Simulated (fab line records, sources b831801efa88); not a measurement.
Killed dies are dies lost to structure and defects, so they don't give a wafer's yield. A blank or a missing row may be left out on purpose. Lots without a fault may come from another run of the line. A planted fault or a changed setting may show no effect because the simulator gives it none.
Which tool did it? | flow sky130 | 12 lots, 36 wafers sampled, at 2 steps of a route of 708

WHAT THE GAUGES READ, wafer by wafer
SKY_METAL1_OVL_MEAS_16.
lot  | measured     | on         | METAL1_OVL (nm)
L076 | day 33 09:22 | overlay-01 | 0 2 0
L078 | day 33 22:34 | overlay-02 | 0 -7 4
L079 | day 34 13:58 | overlay-01 | -3 -7 -8
L081 | day 34 21:22 | overlay-02 | 0 8 -2
L083 | day 35 08:43 | overlay-01 | 6 10 9
L085 | day 36 06:16 | overlay-01 | 1 0 2
L087 | day 36 09:31 | overlay-01 | 6 9 0
L090 | day 38 03:01 | overlay-01 | 13 11 16
L091 | day 38 10:19 | overlay-01 | 3 -5 5
L094 | day 38 18:13 | overlay-01 | 7 -2 4
L096 | day 39 07:40 | overlay-02 | 3 -2 -3
L097 | day 39 22:43 | overlay-02 | 13 8 15

WHICH TOOL RAN EACH LOT (tool, then ch and the chambers of the sampled wafers, then the start)
lot  | SKY_CONTACT_CMP_27
L076 | cmp-02 ch 0,1,3, day 32 06:42
L078 | cmp-01 ch 2,3, day 32 20:21
L079 | cmp-02 ch 0,2,3, day 33 12:24
L081 | cmp-01 ch 0,1, day 33 20:12
L083 | cmp-02 ch 0,1,2, day 34 09:13
L085 | cmp-01 ch 1,2,3, day 35 05:34
L087 | cmp-01 ch 1,2,3, day 35 08:34
L090 | cmp-02 ch 0,2, day 36 23:38
L091 | cmp-01 ch 2,3, day 37 07:22
L094 | cmp-02 ch 0,3, day 37 15:59
L096 | cmp-02 ch 0,1,3, day 38 06:04
L097 | cmp-01 ch 1,2, day 38 21:58
- SKY_CONTACT_CMP_27: polishes, stops on SiO2, t overpolish 15 s, target thk 0 nm.

THE ANSWER, worked out from the rows above alone
Rule: what is usual is taken from the lots themselves. Put in order of their means at a reading, lots are off if they are a third of the lots or fewer, leave a main group of 4 or more, and stand apart from it by a gap of 3 or more times the standard deviation of the main group's means; of several such gaps the widest counts. A main group whose means are all the same, to the digits that the tables above print for the reading, isn't used. A lot without any number at a reading at which 4 lots or more have one is off too. The other lots that the step has rows for count as sound.
No lot is off at any reading shown: from this, nothing can be told.

WHAT THE SIMULATOR HAD PUT IN
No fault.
